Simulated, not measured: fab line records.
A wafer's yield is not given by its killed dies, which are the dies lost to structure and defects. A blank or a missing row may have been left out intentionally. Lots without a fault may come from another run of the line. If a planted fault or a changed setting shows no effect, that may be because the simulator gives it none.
What tool caused it? || flow gf180mcu || 72 wafers from 24 lots sampled at 5 of the route's 602 steps

## WHAT THE GAUGES SHOWED, per wafer
GF_TOP_METAL_THK_MEAS_06: measures by xrf.
{"lot": "L074", "measured": "day 27 11:14", "on": "film metro-01", "TOP_METAL_ALCU_THK (nm)": "895 877 883"}
{"lot": "L075", "measured": "day 27 17:58", "on": "film metro-01", "TOP_METAL_ALCU_THK (nm)": "903 899 907"}
{"lot": "L076", "measured": "day 27 18:08", "on": "film metro-03", "TOP_METAL_ALCU_THK (nm)": "894 887 884"}
{"lot": "L077", "measured": "day 28 01:23", "on": "film metro-03", "TOP_METAL_ALCU_THK (nm)": "901 906 889"}
{"lot": "L078", "measured": "day 28 13:50", "on": "film metro-03", "TOP_METAL_ALCU_THK (nm)": "896 891 889"}
{"lot": "L079", "measured": "day 28 18:35", "on": "film metro-03", "TOP_METAL_ALCU_THK (nm)": "894 908 895"}
{"lot": "L080", "measured": "day 29 09:07", "on": "film metro-03", "TOP_METAL_ALCU_THK (nm)": "898 891 880"}
{"lot": "L081", "measured": "day 29 16:26", "on": "film metro-01", "TOP_METAL_ALCU_THK (nm)": "900 905 897"}
{"lot": "L082", "measured": "day 29 23:59", "on": "film metro-01", "TOP_METAL_ALCU_THK (nm)": "896 900 893"}
{"lot": "L083", "measured": "day 30 02:58", "on": "film metro-03", "TOP_METAL_ALCU_THK (nm)": "890 901 891"}
{"lot": "L084", "measured": "day 30 17:20", "on": "film metro-01", "TOP_METAL_ALCU_THK (nm)": "907 900 912"}
{"lot": "L085", "measured": "day 30 21:10", "on": "film metro-03", "TOP_METAL_ALCU_THK (nm)": "876 885 883"}
{"lot": "L086", "measured": "day 30 22:54", "on": "film metro-03", "TOP_METAL_ALCU_THK (nm)": "899 891 894"}
{"lot": "L087", "measured": "day 31 04:25", "on": "film metro-03", "TOP_METAL_ALCU_THK (nm)": "882 895 887"}
{"lot": "L088", "measured": "day 31 15:43", "on": "film metro-03", "TOP_METAL_ALCU_THK (nm)": "891 888 889"}
{"lot": "L089", "measured": "day 31 21:50", "on": "film metro-01", "TOP_METAL_ALCU_THK (nm)": "894 886 896"}
{"lot": "L091", "measured": "day 32 10:47", "on": "film metro-03", "TOP_METAL_ALCU_THK (nm)": "908 894 891"}
{"lot": "L090", "measured": "day 32 11:36", "on": "film metro-03", "TOP_METAL_ALCU_THK (nm)": "883 880 884"}
{"lot": "L092", "measured": "day 32 12:38", "on": "film metro-01", "TOP_METAL_ALCU_THK (nm)": "897 902 908"}
{"lot": "L093", "measured": "day 32 23:56", "on": "film metro-01", "TOP_METAL_ALCU_THK (nm)": "896 880 893"}
{"lot": "L094", "measured": "day 33 00:17", "on": "film metro-03", "TOP_METAL_ALCU_THK (nm)": "902 899 898"}
{"lot": "L095", "measured": "day 33 06:23", "on": "film metro-03", "TOP_METAL_ALCU_THK (nm)": "897 895 897"}
{"lot": "L096", "measured": "day 33 10:18", "on": "film metro-01", "TOP_METAL_ALCU_THK (nm)": "874 887 883"}
{"lot": "L097", "measured": "day 33 11:48", "on": "film metro-03", "TOP_METAL_ALCU_THK (nm)": "875 898 885"}

## TOOL THAT RAN EACH LOT (tool first, then ch and the chambers of the sampled wafers, then the start)
{"lot": "L074", "GF_V2_ETCH_16": "rie diel-02 ch 0,1,2, day 20 14:40", "GF_V3_CVD_23": "cvd w-01 ch 1, day 22 18:38", "GF_V4_SPUTTER_22": "pvd sputter-02, day 24 18:01", "GF_MIM_STRIP_20": "plasma asher-01 ch 0, day 25 15:47"}
{"lot": "L075", "GF_V2_ETCH_16": "rie diel-02 ch 0,2,3, day 20 18:41", "GF_V3_CVD_23": "cvd w-01 ch 0,1, day 22 22:21", "GF_V4_SPUTTER_22": "pvd sputter-03, day 24 22:10", "GF_MIM_STRIP_20": "plasma asher-01 ch 0,1, day 25 20:18"}
{"lot": "L076", "GF_V2_ETCH_16": "rie diel-04 ch 2,3, day 20 20:38", "GF_V3_CVD_23": "cvd w-01 ch 0, day 23 00:30", "GF_V4_SPUTTER_22": "pvd sputter-02, day 24 23:58", "GF_MIM_STRIP_20": "plasma asher-01 ch 0, day 25 21:14"}
{"lot": "L077", "GF_V2_ETCH_16": "rie diel-03 ch 1,2,3, day 21 04:35", "GF_V3_CVD_23": "cvd w-02 ch 0,1, day 23 07:25", "GF_V4_SPUTTER_22": "pvd sputter-04, day 25 06:49", "GF_MIM_STRIP_20": "plasma asher-01 ch 0,1, day 26 04:59"}
{"lot": "L078", "GF_V2_ETCH_16": "rie diel-03 ch 0,2,3, day 21 20:32", "GF_V3_CVD_23": "cvd w-02 ch 0,1, day 23 22:23", "GF_V4_SPUTTER_22": "pvd sputter-03, day 25 20:48", "GF_MIM_STRIP_20": "plasma asher-01 ch 0,1, day 26 18:48"}
{"lot": "L079", "GF_V2_ETCH_16": "rie diel-03 ch 0,3, day 22 03:26", "GF_V3_CVD_23": "cvd w-01 ch 0,1, day 24 04:08", "GF_V4_SPUTTER_22": "pvd sputter-04, day 26 01:44", "GF_MIM_STRIP_20": "plasma asher-03 ch 0,1, day 26 23:14"}
{"lot": "L080", "GF_V2_ETCH_16": "rie diel-02 ch 0,1,3, day 22 20:33", "GF_V3_CVD_23": "cvd w-02 ch 0,1, day 24 20:48", "GF_V4_SPUTTER_22": "pvd sputter-02, day 26 17:14", "GF_MIM_STRIP_20": "plasma asher-03 ch 0,1, day 27 14:23"}
{"lot": "L081", "GF_V2_ETCH_16": "rie diel-04 ch 0,2,3, day 23 06:02", "GF_V3_CVD_23": "cvd w-01 ch 0,1, day 25 05:18", "GF_V4_SPUTTER_22": "pvd sputter-03, day 27 00:54", "GF_MIM_STRIP_20": "plasma asher-03 ch 1, day 27 21:39"}
{"lot": "L082", "GF_V2_ETCH_16": "rie diel-02 ch 0,2,3, day 23 14:00", "GF_V3_CVD_23": "cvd w-02 ch 0,1, day 25 13:13", "GF_V4_SPUTTER_22": "pvd sputter-04, day 27 09:02", "GF_MIM_STRIP_20": "plasma asher-04 ch 0,1, day 28 06:01"}
{"lot": "L083", "GF_V2_ETCH_16": "rie diel-02 ch 2,3, day 23 17:38", "GF_V3_CVD_23": "cvd w-01 ch 0,1, day 25 16:05", "GF_V4_SPUTTER_22": "pvd sputter-03, day 27 12:08", "GF_MIM_STRIP_20": "plasma asher-04 ch 0,1, day 28 08:20"}
{"lot": "L084", "GF_V2_ETCH_16": "rie diel-04 ch 2,3, day 24 09:13", "GF_V3_CVD_23": "cvd w-02 ch 0,1, day 26 08:35", "GF_V4_SPUTTER_22": "pvd sputter-04, day 28 03:43", "GF_MIM_STRIP_20": "plasma asher-04 ch 0,1, day 28 23:27"}
{"lot": "L085", "GF_V2_ETCH_16": "rie diel-04 ch 0,1,3, day 24 15:41", "GF_V3_CVD_23": "cvd w-02 ch 1, day 26 13:05", "GF_V4_SPUTTER_22": "pvd sputter-04, day 28 08:23", "GF_MIM_STRIP_20": "plasma asher-03 ch 0,1, day 29 04:25"}
{"lot": "L086", "GF_V2_ETCH_16": "rie diel-04 ch 1,2, day 24 20:25", "GF_V3_CVD_23": "cvd w-01 ch 0,1, day 26 16:52", "GF_V4_SPUTTER_22": "pvd sputter-04, day 28 11:34", "GF_MIM_STRIP_20": "plasma asher-01 ch 0,1, day 29 07:29"}
{"lot": "L087", "GF_V2_ETCH_16": "rie diel-02 ch 0,3, day 24 23:46", "GF_V3_CVD_23": "cvd w-01 ch 1, day 26 20:56", "GF_V4_SPUTTER_22": "pvd sputter-03, day 28 16:08", "GF_MIM_STRIP_20": "plasma asher-03 ch 0,1, day 29 12:29"}
{"lot": "L088", "GF_V2_ETCH_16": "rie diel-02 ch 0,1, day 25 13:08", "GF_V3_CVD_23": "cvd w-01 ch 0,1, day 27 09:38", "GF_V4_SPUTTER_22": "pvd sputter-02, day 29 03:58", "GF_MIM_STRIP_20": "plasma asher-01 ch 0,1, day 30 00:04"}
{"lot": "L089", "GF_V2_ETCH_16": "rie diel-02 ch 0,2, day 25 21:59", "GF_V3_CVD_23": "cvd w-01 ch 0,1, day 27 18:18", "GF_V4_SPUTTER_22": "pvd sputter-02, day 29 11:57", "GF_MIM_STRIP_20": "plasma asher-03 ch 0,1, day 30 06:55"}
{"lot": "L091", "GF_V2_ETCH_16": "rie diel-02 ch 2,3, day 26 09:25", "GF_V3_CVD_23": "cvd w-02 ch 0,1, day 28 06:17", "GF_V4_SPUTTER_22": "pvd sputter-02, day 29 23:46", "GF_MIM_STRIP_20": "plasma asher-01 ch 0,1, day 30 18:59"}
{"lot": "L090", "GF_V2_ETCH_16": "rie diel-02 ch 0,2, day 26 12:38", "GF_V3_CVD_23": "cvd w-02 ch 0, day 28 08:41", "GF_V4_SPUTTER_22": "pvd sputter-03, day 30 02:36", "GF_MIM_STRIP_20": "plasma asher-03 ch 1, day 30 21:17"}
{"lot": "L092", "GF_V2_ETCH_16": "rie diel-04 ch 0,2,3, day 26 13:16", "GF_V3_CVD_23": "cvd w-01 ch 0,1, day 28 09:36", "GF_V4_SPUTTER_22": "pvd sputter-04, day 30 02:51", "GF_MIM_STRIP_20": "plasma asher-04 ch 0,1, day 30 21:38"}
{"lot": "L093", "GF_V2_ETCH_16": "rie diel-04 ch 1,3, day 26 23:22", "GF_V3_CVD_23": "cvd w-02 ch 0,1, day 28 19:18", "GF_V4_SPUTTER_22": "pvd sputter-04, day 30 11:58", "GF_MIM_STRIP_20": "plasma asher-03 ch 0,1, day 31 07:08"}
{"lot": "L094", "GF_V2_ETCH_16": "rie diel-02 ch 1,2, day 27 00:14", "GF_V3_CVD_23": "cvd w-02 ch 0,1, day 28 20:20", "GF_V4_SPUTTER_22": "pvd sputter-03, day 30 12:05", "GF_MIM_STRIP_20": "plasma asher-03 ch 0,1, day 31 07:26"}
{"lot": "L095", "GF_V2_ETCH_16": "rie diel-04 ch 0,2,3, day 27 12:38", "GF_V3_CVD_23": "cvd w-01 ch 0, day 29 07:41", "GF_V4_SPUTTER_22": "pvd sputter-03, day 30 23:50", "GF_MIM_STRIP_20": "plasma asher-03 ch 0,1, day 31 18:31"}
{"lot": "L096", "GF_V2_ETCH_16": "rie diel-02 ch 2,3, day 27 19:16", "GF_V3_CVD_23": "cvd w-01 ch 0,1, day 29 13:56", "GF_V4_SPUTTER_22": "pvd sputter-04, day 31 05:24", "GF_MIM_STRIP_20": "plasma asher-03 ch 0,1, day 31 23:40"}
{"lot": "L097", "GF_V2_ETCH_16": "rie diel-03 ch 1,2, day 27 19:37", "GF_V3_CVD_23": "cvd w-02 ch 0,1, day 29 14:08", "GF_V4_SPUTTER_22": "pvd sputter-03, day 31 05:42", "GF_MIM_STRIP_20": "plasma asher-03 ch 0,1, day 32 00:08"}
- GF_V2_ETCH_16: etches BARC in N2/H2.
- GF_V3_CVD_23: deposits W, target thk 350 nm, time 104.9 s.
- GF_V4_SPUTTER_22: material TiN, target thk 10 nm, time 40 s.
- GF_MIM_STRIP_20: strips in O2/N2.

## AS READ BY THE TOOLS THEMSELVES (means over the sampled wafers that have a number; for cases with no such wafer, the mark the record gives instead)
GF_V2_ETCH_16.
{"lot": "L074", "tool": "rie diel-02", "drypump motor current A (A)": 5.4, "oes product au (a.u.)": 0.855, "rf fwd power W (W)": 496.3, "throttle valve pct (%)": 13.225}
{"lot": "L075", "tool": "rie diel-02", "drypump motor current A (A)": 5.7, "oes product au (a.u.)": 0.857, "rf fwd power W (W)": 494.2, "throttle valve pct (%)": 13.221}
{"lot": "L076", "tool": "rie diel-04", "drypump motor current A (A)": 5.8, "oes product au (a.u.)": 0.866, "rf fwd power W (W)": 496.6, "throttle valve pct (%)": 13.227}
{"lot": "L077", "tool": "rie diel-03", "drypump motor current A (A)": 6.0, "oes product au (a.u.)": 0.855, "rf fwd power W (W)": 494.9, "throttle valve pct (%)": 13.221}
{"lot": "L078", "tool": "rie diel-03", "drypump motor current A (A)": 5.8, "oes product au (a.u.)": 0.855, "rf fwd power W (W)": 496.5, "throttle valve pct (%)": 13.219}
{"lot": "L079", "tool": "rie diel-03", "drypump motor current A (A)": 5.6, "oes product au (a.u.)": 0.857, "rf fwd power W (W)": 496.0, "throttle valve pct (%)": 13.218}
{"lot": "L080", "tool": "rie diel-02", "drypump motor current A (A)": 5.5, "oes product au (a.u.)": 0.854, "rf fwd power W (W)": 494.5, "throttle valve pct (%)": 13.234}
{"lot": "L081", "tool": "rie diel-04", "drypump motor current A (A)": 5.6, "oes product au (a.u.)": 0.852, "rf fwd power W (W)": 496.1, "throttle valve pct (%)": 13.219}
{"lot": "L082", "tool": "rie diel-02", "drypump motor current A (A)": 5.7, "oes product au (a.u.)": 0.856, "rf fwd power W (W)": 495.7, "throttle valve pct (%)": 13.228}
{"lot": "L083", "tool": "rie diel-02", "drypump motor current A (A)": 5.8, "oes product au (a.u.)": 0.853, "rf fwd power W (W)": 495.7, "throttle valve pct (%)": 13.226}
{"lot": "L084", "tool": "rie diel-04", "drypump motor current A (A)": 5.8, "oes product au (a.u.)": 0.853, "rf fwd power W (W)": 495.9, "throttle valve pct (%)": 13.223}
{"lot": "L085", "tool": "rie diel-04", "drypump motor current A (A)": 5.5, "oes product au (a.u.)": 0.856, "rf fwd power W (W)": 496.2, "throttle valve pct (%)": 13.226}
{"lot": "L086", "tool": "rie diel-04", "drypump motor current A (A)": 5.5, "oes product au (a.u.)": 0.859, "rf fwd power W (W)": 495.5, "throttle valve pct (%)": 13.231}
{"lot": "L087", "tool": "rie diel-02", "drypump motor current A (A)": 5.7, "oes product au (a.u.)": 0.856, "rf fwd power W (W)": 494.3, "throttle valve pct (%)": 13.215}
{"lot": "L088", "tool": "rie diel-02", "drypump motor current A (A)": 5.2, "oes product au (a.u.)": 0.854, "rf fwd power W (W)": 496.0, "throttle valve pct (%)": 13.228}
{"lot": "L089", "tool": "rie diel-02", "drypump motor current A (A)": 5.7, "oes product au (a.u.)": 0.853, "rf fwd power W (W)": 495.2, "throttle valve pct (%)": 13.222}
{"lot": "L091", "tool": "rie diel-02", "drypump motor current A (A)": 5.9, "oes product au (a.u.)": 0.853, "rf fwd power W (W)": 498.0, "throttle valve pct (%)": 13.221}
{"lot": "L090", "tool": "rie diel-02", "drypump motor current A (A)": 5.7, "oes product au (a.u.)": 0.850, "rf fwd power W (W)": 494.1, "throttle valve pct (%)": 13.225}
{"lot": "L092", "tool": "rie diel-04", "drypump motor current A (A)": 5.6, "oes product au (a.u.)": 0.857, "rf fwd power W (W)": 493.6, "throttle valve pct (%)": 13.220}
{"lot": "L093", "tool": "rie diel-04", "drypump motor current A (A)": 5.5, "oes product au (a.u.)": 0.854, "rf fwd power W (W)": 495.5, "throttle valve pct (%)": 13.226}
{"lot": "L094", "tool": "rie diel-02", "drypump motor current A (A)": 5.3, "oes product au (a.u.)": 0.859, "rf fwd power W (W)": 498.2, "throttle valve pct (%)": 13.216}
{"lot": "L095", "tool": "rie diel-04", "drypump motor current A (A)": 5.6, "oes product au (a.u.)": 0.857, "rf fwd power W (W)": 495.1, "throttle valve pct (%)": 13.218}
{"lot": "L096", "tool": "rie diel-02", "drypump motor current A (A)": 5.9, "oes product au (a.u.)": 0.857, "rf fwd power W (W)": 498.8, "throttle valve pct (%)": 13.214}
{"lot": "L097", "tool": "rie diel-03", "drypump motor current A (A)": 6.2, "oes product au (a.u.)": 0.861, "rf fwd power W (W)": 494.7, "throttle valve pct (%)": 13.226}

GF_V3_CVD_23.
{"lot": "L074", "tool": "cvd w-01", "heater power w (W)": 987}
{"lot": "L075", "tool": "cvd w-01", "heater power w (W)": 873}
{"lot": "L076", "tool": "cvd w-01", "heater power w (W)": 829}
{"lot": "L077", "tool": "cvd w-02", "heater power w (W)": 855}
{"lot": "L078", "tool": "cvd w-02", "heater power w (W)": 897}
{"lot": "L079", "tool": "cvd w-01", "heater power w (W)": 949}
{"lot": "L080", "tool": "cvd w-02", "heater power w (W)": 896}
{"lot": "L081", "tool": "cvd w-01", "heater power w (W)": 947}
{"lot": "L082", "tool": "cvd w-02", "heater power w (W)": 904}
{"lot": "L083", "tool": "cvd w-01", "heater power w (W)": 946}
{"lot": "L084", "tool": "cvd w-02", "heater power w (W)": 912}
{"lot": "L085", "tool": "cvd w-02", "heater power w (W)": 968}
{"lot": "L086", "tool": "cvd w-01", "heater power w (W)": 930}
{"lot": "L087", "tool": "cvd w-01", "heater power w (W)": 1008}
{"lot": "L088", "tool": "cvd w-01", "heater power w (W)": 888}
{"lot": "L089", "tool": "cvd w-01", "heater power w (W)": 892}
{"lot": "L091", "tool": "cvd w-02", "heater power w (W)": 867}
{"lot": "L090", "tool": "cvd w-02", "heater power w (W)": 806}
{"lot": "L092", "tool": "cvd w-01", "heater power w (W)": 888}
{"lot": "L093", "tool": "cvd w-02", "heater power w (W)": 913}
{"lot": "L094", "tool": "cvd w-02", "heater power w (W)": 862}
{"lot": "L095", "tool": "cvd w-01", "heater power w (W)": 844}
{"lot": "L096", "tool": "cvd w-01", "heater power w (W)": 946}
{"lot": "L097", "tool": "cvd w-02", "heater power w (W)": 874}

GF_V4_SPUTTER_22.
{"lot": "L074", "tool": "pvd sputter-02", "throttle valve pct (%)": 29.6}
{"lot": "L075", "tool": "pvd sputter-03", "throttle valve pct (%)": 30.6}
{"lot": "L076", "tool": "pvd sputter-02", "throttle valve pct (%)": 29.7}
{"lot": "L077", "tool": "pvd sputter-04", "throttle valve pct (%)": 30.7}
{"lot": "L078", "tool": "pvd sputter-03", "throttle valve pct (%)": 30.2}
{"lot": "L079", "tool": "pvd sputter-04", "throttle valve pct (%)": 31.3}
{"lot": "L080", "tool": "pvd sputter-02", "throttle valve pct (%)": 30.1}
{"lot": "L081", "tool": "pvd sputter-03", "throttle valve pct (%)": 29.9}
{"lot": "L082", "tool": "pvd sputter-04", "throttle valve pct (%)": 31.2}
{"lot": "L083", "tool": "pvd sputter-03", "throttle valve pct (%)": 30.1}
{"lot": "L084", "tool": "pvd sputter-04", "throttle valve pct (%)": 30.6}
{"lot": "L085", "tool": "pvd sputter-04", "throttle valve pct (%)": 30.5}
{"lot": "L086", "tool": "pvd sputter-04", "throttle valve pct (%)": 31.7}
{"lot": "L087", "tool": "pvd sputter-03", "throttle valve pct (%)": 30.2}
{"lot": "L088", "tool": "pvd sputter-02", "throttle valve pct (%)": 29.6}
{"lot": "L089", "tool": "pvd sputter-02", "throttle valve pct (%)": 30.3}
{"lot": "L091", "tool": "pvd sputter-02", "throttle valve pct (%)": 30.3}
{"lot": "L090", "tool": "pvd sputter-03", "throttle valve pct (%)": 30.8}
{"lot": "L092", "tool": "pvd sputter-04", "throttle valve pct (%)": 30.7}
{"lot": "L093", "tool": "pvd sputter-04", "throttle valve pct (%)": 31.2}
{"lot": "L094", "tool": "pvd sputter-03", "throttle valve pct (%)": 30.7}
{"lot": "L095", "tool": "pvd sputter-03", "throttle valve pct (%)": 30.2}
{"lot": "L096", "tool": "pvd sputter-04", "throttle valve pct (%)": 31.2}
{"lot": "L097", "tool": "pvd sputter-03", "throttle valve pct (%)": 30.5}

GF_MIM_STRIP_20.
{"lot": "L074", "tool": "plasma asher-01", "drypump motor current A (A)": 5.78, "heater power w (W)": 336, "oes product au (a.u.)": 0.695, "strip time to endpoint s (s)": 11.32}
{"lot": "L075", "tool": "plasma asher-01", "drypump motor current A (A)": 6.19, "heater power w (W)": 322, "oes product au (a.u.)": 0.698, "strip time to endpoint s (s)": 11.31}
{"lot": "L076", "tool": "plasma asher-01", "drypump motor current A (A)": 5.77, "heater power w (W)": 333, "oes product au (a.u.)": 0.686, "strip time to endpoint s (s)": 11.16}
{"lot": "L077", "tool": "plasma asher-01", "drypump motor current A (A)": 5.96, "heater power w (W)": 326, "oes product au (a.u.)": 0.695, "strip time to endpoint s (s)": 11.31}
{"lot": "L078", "tool": "plasma asher-01", "drypump motor current A (A)": 5.99, "heater power w (W)": 333, "oes product au (a.u.)": 0.693, "strip time to endpoint s (s)": 11.21}
{"lot": "L079", "tool": "plasma asher-03", "drypump motor current A (A)": 5.90, "heater power w (W)": 350, "oes product au (a.u.)": 0.689, "strip time to endpoint s (s)": 11.13}
{"lot": "L080", "tool": "plasma asher-03", "drypump motor current A (A)": 5.90, "heater power w (W)": 348, "oes product au (a.u.)": 0.691, "strip time to endpoint s (s)": 11.29}
{"lot": "L081", "tool": "plasma asher-03", "drypump motor current A (A)": 5.72, "heater power w (W)": 371, "oes product au (a.u.)": 0.692, "strip time to endpoint s (s)": 11.23}
{"lot": "L082", "tool": "plasma asher-04", "drypump motor current A (A)": 5.94, "heater power w (W)": 340, "oes product au (a.u.)": 0.693, "strip time to endpoint s (s)": 11.19}
{"lot": "L083", "tool": "plasma asher-04", "drypump motor current A (A)": 6.02, "heater power w (W)": 323, "oes product au (a.u.)": 0.691, "strip time to endpoint s (s)": 11.25}
{"lot": "L084", "tool": "plasma asher-04", "drypump motor current A (A)": 5.96, "heater power w (W)": 336, "oes product au (a.u.)": 0.695, "strip time to endpoint s (s)": 11.26}
{"lot": "L085", "tool": "plasma asher-03", "drypump motor current A (A)": 6.06, "heater power w (W)": 333, "oes product au (a.u.)": 0.690, "strip time to endpoint s (s)": 11.24}
{"lot": "L086", "tool": "plasma asher-01", "drypump motor current A (A)": 5.99, "heater power w (W)": 327, "oes product au (a.u.)": 0.688, "strip time to endpoint s (s)": 11.22}
{"lot": "L087", "tool": "plasma asher-03", "drypump motor current A (A)": 5.88, "heater power w (W)": 353, "oes product au (a.u.)": 0.692, "strip time to endpoint s (s)": 11.21}
{"lot": "L088", "tool": "plasma asher-01", "drypump motor current A (A)": 5.98, "heater power w (W)": 328, "oes product au (a.u.)": 0.690, "strip time to endpoint s (s)": 11.23}
{"lot": "L089", "tool": "plasma asher-03", "drypump motor current A (A)": 6.06, "heater power w (W)": 330, "oes product au (a.u.)": 0.687, "strip time to endpoint s (s)": 11.21}
{"lot": "L091", "tool": "plasma asher-01", "drypump motor current A (A)": 6.21, "heater power w (W)": 325, "oes product au (a.u.)": 0.699, "strip time to endpoint s (s)": 11.25}
{"lot": "L090", "tool": "plasma asher-03", "drypump motor current A (A)": 5.72, "heater power w (W)": 372, "oes product au (a.u.)": 0.692, "strip time to endpoint s (s)": 11.21}
{"lot": "L092", "tool": "plasma asher-04", "drypump motor current A (A)": 5.95, "heater power w (W)": 336, "oes product au (a.u.)": 0.693, "strip time to endpoint s (s)": 11.32}
{"lot": "L093", "tool": "plasma asher-03", "drypump motor current A (A)": 5.89, "heater power w (W)": 351, "oes product au (a.u.)": 0.691, "strip time to endpoint s (s)": 11.23}
{"lot": "L094", "tool": "plasma asher-03", "drypump motor current A (A)": 5.89, "heater power w (W)": 346, "oes product au (a.u.)": 0.694, "strip time to endpoint s (s)": 11.25}
{"lot": "L095", "tool": "plasma asher-03", "drypump motor current A (A)": 5.88, "heater power w (W)": 350, "oes product au (a.u.)": 0.689, "strip time to endpoint s (s)": 11.16}
{"lot": "L096", "tool": "plasma asher-03", "drypump motor current A (A)": 5.89, "heater power w (W)": 356, "oes product au (a.u.)": 0.690, "strip time to endpoint s (s)": 11.21}
{"lot": "L097", "tool": "plasma asher-03", "drypump motor current A (A)": 5.89, "heater power w (W)": 354, "oes product au (a.u.)": 0.693, "strip time to endpoint s (s)": 11.24}

## THE ANSWER, worked out from the rows above alone
Rule: usual is defined by the lots themselves. The widest of any qualifying gaps counts: lots, ordered by their means at a reading, are off when they make up no more than a third of the lots, leave a main group of 4 or more, and stand apart from it by 3 or more times the standard deviation of that group's means. A main group whose means are all the same, to the digits that the tables above print for the reading, isn't used. A lot without any number at a reading at which 4 lots or more have one is off too. Any other lot the step has rows for is counted as sound. Order of review: gauges by route order, followed by the tools' own readings, for which a lot's mean as printed above is used. At the first step where some lot is off, the reading lying furthest off is the one used; lots without a number count as furthest.
None of the lots is off at any reading shown; this tells nothing.

## WHAT THE SIMULATOR PUT IN
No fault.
